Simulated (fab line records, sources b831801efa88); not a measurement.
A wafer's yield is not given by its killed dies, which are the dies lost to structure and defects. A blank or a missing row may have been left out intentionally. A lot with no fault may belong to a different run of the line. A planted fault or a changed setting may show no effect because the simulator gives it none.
What tool caused it? + flow gf180mcu + 6 lots, 16 wafers sampled, at 4 steps of a route of 602

== WHAT EACH GAUGE READ, for each wafer ==
GF_PASSIVATION_THK_MEAS_01.
| lot  | measured     | on           | PASSIVATION_CVD_00_THK (nm) |
|------|--------------|--------------|-----------------------------|
| L706 | day 28 08:50 | filmMetro-04 | 991 990 1001                |
| L711 | day 29 20:40 | filmMetro-01 | 1008 1011 1012              |
| L713 | day 30 16:51 | filmMetro-02 | 997 1029 1016               |
| L717 | day 32 02:05 | filmMetro-02 | 562 559                     |
| L721 | day 32 18:08 | filmMetro-04 | 552 989                     |
| L727 | day 34 00:34 | filmMetro-04 | 996 1007 1007               |

== WHAT TOOL EACH LOT RAN ON (gives the tool, then ch and the chambers of the sampled wafers, and finally the start) ==
| lot  | GF_M5_ETCH_09                     | GF_V5_STRIP_18                      | GF_PASSIVATION_CVD_00           |
|------|-----------------------------------|-------------------------------------|---------------------------------|
| L706 | rieDiel-04 ch 0,2,3, day 26 11:16 | plasmaAsher-04 ch 0,1, day 27 09:36 | pecvd-03 ch 0,1,2, day 28 08:45 |
| L711 | rieDiel-02 ch 0,2,3, day 28 03:04 | plasmaAsher-04 ch 0,1, day 29 00:15 | pecvd-01 ch 0,1,2, day 29 20:35 |
| L713 | rieDiel-02 ch 0,1, day 28 23:43   | plasmaAsher-02 ch 0,1, day 29 20:27 | pecvd-01 ch 0,1, day 30 16:43   |
| L717 | rieDiel-01 ch 2,3, day 30 11:16   | plasmaAsher-03 ch 1, day 31 06:34   | pecvd-03 ch 0,1, day 32 02:01   |
| L721 | rieDiel-04 ch 0,1, day 31 04:07   | plasmaAsher-03 ch 0, day 31 23:21   | pecvd-03 ch 0,2, day 32 18:04   |
| L727 | rieDiel-02 ch 0,3, day 32 12:23   | plasmaAsher-04 ch 0,1, day 33 06:43 | pecvd-01 ch 0,1,2, day 34 00:28 |
- GF_M5_ETCH_09: etches Si3N4 in CF4/O2, target depth 52 nm, time 11.6 s.
- GF_V5_STRIP_18: strips in O2/N2.
- GF_PASSIVATION_CVD_00: deposits SiO2 from TEOS, target thk 1000 nm, time 111.95 s.

== THE ANSWER, worked out from the rows above alone ==
Rule: the usual values come from the lots themselves. Put in order of their means at a reading, lots are off if they are a third of the lots or fewer, leave a main group of 4 or more, and stand apart from it by a gap of 3 or more times the standard deviation of the main group's means; of several such gaps the widest counts. If all means in a main group match to the digits the tables above print for the reading, that group is not used. Also off: a lot with no number at a reading for which 4 or more lots have one. Where the step has rows for the other lots, those lots are counted as sound.
Off: L717, L721, seen at GF_PASSIVATION_THK_MEAS_01 (PASSIVATION_CVD_00_THK). The main group: mean 1005 nm, standard deviation 7.6.
A tool fits if, at a process step before that reading, it ran every lot that is off, and no sound lot after the first of them. Those tools and the gauges at GF_PASSIVATION_THK_MEAS_01 are tried in the same way. Undecided on this evidence; 2 tools fit (plasmaAsher-03 at GF_V5_STRIP_18, pecvd-03 at GF_PASSIVATION_CVD_00).

== WHAT THE SIMULATOR HAD INSERTED ==
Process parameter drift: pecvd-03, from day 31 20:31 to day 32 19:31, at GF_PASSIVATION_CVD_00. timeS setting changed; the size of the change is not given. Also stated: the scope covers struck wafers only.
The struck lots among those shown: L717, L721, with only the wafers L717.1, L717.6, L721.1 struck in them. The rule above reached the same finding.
